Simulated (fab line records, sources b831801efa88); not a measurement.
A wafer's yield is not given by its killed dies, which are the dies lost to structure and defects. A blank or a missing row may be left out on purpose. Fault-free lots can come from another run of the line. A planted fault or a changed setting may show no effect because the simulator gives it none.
A struck lot beside a sound one ; flow sfq_line ; 13 out of 325 route steps
Sound: wafers L844.3, L844.4, L844.5. The struck wafers were L853.1, L853.3, L853.4. The cause comes at the end.
Per side, at each step with rows, come the tool, then ch with its chambers, and then its first start. Under that, the readings that differ: sound wafers ; struck wafers ; difference of the means ; sigmas: that difference in standard deviations of wafers without a fault.
alike: readings whose means differ by less than 2 such deviations, and words and numbers that are the same on both sides. not compared: withheld readings, readings that some wafer has no value for, bounds like >300 that may hide the same value, and numbers for which the record gives no deviation and whose values overlap.
A row with sigmas, a row that says differs or no value, or rows on one side alone: a step with any of these is where the two part. When numbers do not overlap yet have no deviation, they are printed without sigmas and do not part them. A reading that every wafer of one side lacks parts them only if that side has two wafers or more.

first, 1 step without rows for these wafers: SFQ_TRILAYER_M7_DEP_PRE_CLEAN_176 (time 22.5 s).
SFQ_TRILAYER_M7_DEP_SPUTTER_175: material Nb, target thk 200 nm, time 133.3 s.
  sound on pvd_sputter-05 at day 64 02:55; struck on pvd_sputter-03 at day 67 08:55
  alike: base_pressure_pa, throttle_valve_pct
SFQ_M7_RS_MEAS_943: measures by four-point-probe.
  sound on film_metro-04 at day 64 03:03; struck on film_metro-02 at day 67 09:01
  alike: M7_NB_RS
then, 6 steps without rows for these wafers: SFQ_TRILAYER_M7_LITHO_COAT_182 (resist thk 62 nm); SFQ_TRILAYER_M7_LITHO_COAT_177 (resist thk 600 nm); SFQ_TRILAYER_M7_LITHO_SOFTBAKE_181; SFQ_TRILAYER_M7_LITHO_EXPOSE_178 (exposes mask M7, target cd 500 nm); SFQ_TRILAYER_M7_LITHO_PEB_180 (peb time 60 s); SFQ_TRILAYER_M7_LITHO_DEVELOP_179 (time 60 s).
SFQ_M7_OVL_MEAS_945:
  sound on overlay-01 at day 65 20:00; struck on overlay-02 at day 68 13:11
  alike: M7_OVL
SFQ_TRILAYER_M7_BARC_OPEN_METAL_ETCH_229: etches BARC in O2, target depth 125 nm, time 41.7 s.
  sound on rie_metal-03 ch 0,1, day 65 20:02; struck on rie_metal-02 ch 0,1, day 68 13:14
  alike: bias_w, drypump_motor_current_A, oes_product_au, rf_fwd_power_W
  not compared: rf_hours_counter_h
SFQ_TRILAYER_M7_ETCH_METAL_ETCH_180: etches Nb in Cl2/Ar, stops on SiO2, target depth 240 nm, time 120 s.
  sound on rie_metal-03 ch 0,1, day 65 20:07; struck on rie_metal-02 ch 0,1, day 68 13:17
reading;sound;struck;difference;sigmas
bias_w (W);80.04 79.75 80.20;90.44 90.40 90.59;+10.48;+48
model.KrF_of_TRILAYER_M7_LITHO_COAT_177.thk_nm (nm);382 381.4 382;373.4 376.9 376.2;-6.3;
  alike: drypump_motor_current_A, oes_product_au, rf_fwd_power_W
  not compared: rf_hours_counter_h, model.SiO2_of_TRILAYER_I6_DEP_PECVD_165.thk_nm
SFQ_TRILAYER_M7_STRIP_STRIP_181: strips in O2.
  sound on rie_metal-03 ch 0,1, day 65 20:24; struck on rie_metal-02 ch 0,1, day 68 13:25
  alike: drypump_motor_current_A, oes_product_au
  not compared: rf_hours_counter_h

## WHERE THEY PART
Only at SFQ_TRILAYER_M7_ETCH_METAL_ETCH_180, as far as this record shows. Later steps at which nothing parts them and some readings are alike: SFQ_TRILAYER_M7_STRIP_STRIP_181.

WHY: the cause the simulator had injected
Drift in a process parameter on rie_metal-02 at SFQ_TRILAYER_M7_ETCH_METAL_ETCH_180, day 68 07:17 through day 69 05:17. The setting bias_w was moved by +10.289, starting from 80. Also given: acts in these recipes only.
